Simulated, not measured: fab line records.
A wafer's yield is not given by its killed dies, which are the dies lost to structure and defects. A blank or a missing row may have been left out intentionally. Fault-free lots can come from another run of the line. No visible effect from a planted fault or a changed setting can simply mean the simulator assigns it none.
Chamber matching	flow sky130	rie diel-01 running SKY_VIA3_ETCH_15: 4 sister chambers
The step etches SiO2 in C4F8/O2/Ar, stops on TiN, target depth 507 nm, time 78 s. 4 wafers are shown with their chamber, then 10 later ones without.

WAFERS, EACH WITH ITS CHAMBER
wafer	chamber	oes product au (a.u.)
L079.3	0	0.941
L086.6	3	0.942
L093.1	2	0.949
L093.5	1	0.943

WAFERS MISSING THEIR CHAMBER
wafer	oes product au (a.u.)
L093.6	0.941
L095.1	0.945
L095.4	0.947
L095.5	0.948
L096.1	0.940
L096.3	0.952
L096.4	0.941
L097.2	0.945
L097.4	0.934
L097.5	0.944

WHICH CHAMBER EACH WENT THROUGH
wafer	from the rows above	in truth
L093.6	can't be placed: 0 or 3 or 1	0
L095.1	can't be placed: 1 or 3 or 0 or 2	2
L095.4	can't be placed: 2 or 1 or 3 or 0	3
L095.5	can't be placed: 2 or 1 or 3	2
L096.1	can't be placed: 0 or 3 or 1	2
L096.3	2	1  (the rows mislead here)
L096.4	can't be placed: 0 or 3 or 1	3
L097.2	can't be placed: 1 or 3 or 0 or 2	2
L097.4	can't be placed: 0 or 3 or 1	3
L097.5	can't be placed: 1 or 3 or 0 or 2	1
Placed correctly: 0 of 10. Can't be placed from these rows: 9 (the true chamber is among the candidates in 8). Placed wrongly: 1.
How it was worked out, from the rows above alone: a wafer's distance from a chamber is the root of the sum, over the readings, of the square of ((its reading less the chamber's mean) divided by the reading's scatter). If the next closest chamber is less than 2 further off than the closest, the wafer can't be placed; otherwise it belongs to the closest. The mean given for a chamber averages the wafers shown for that chamber. The scatter: root of mean squared gap, hidden wafer to nearest shown wafer, with one shown wafer a chamber.
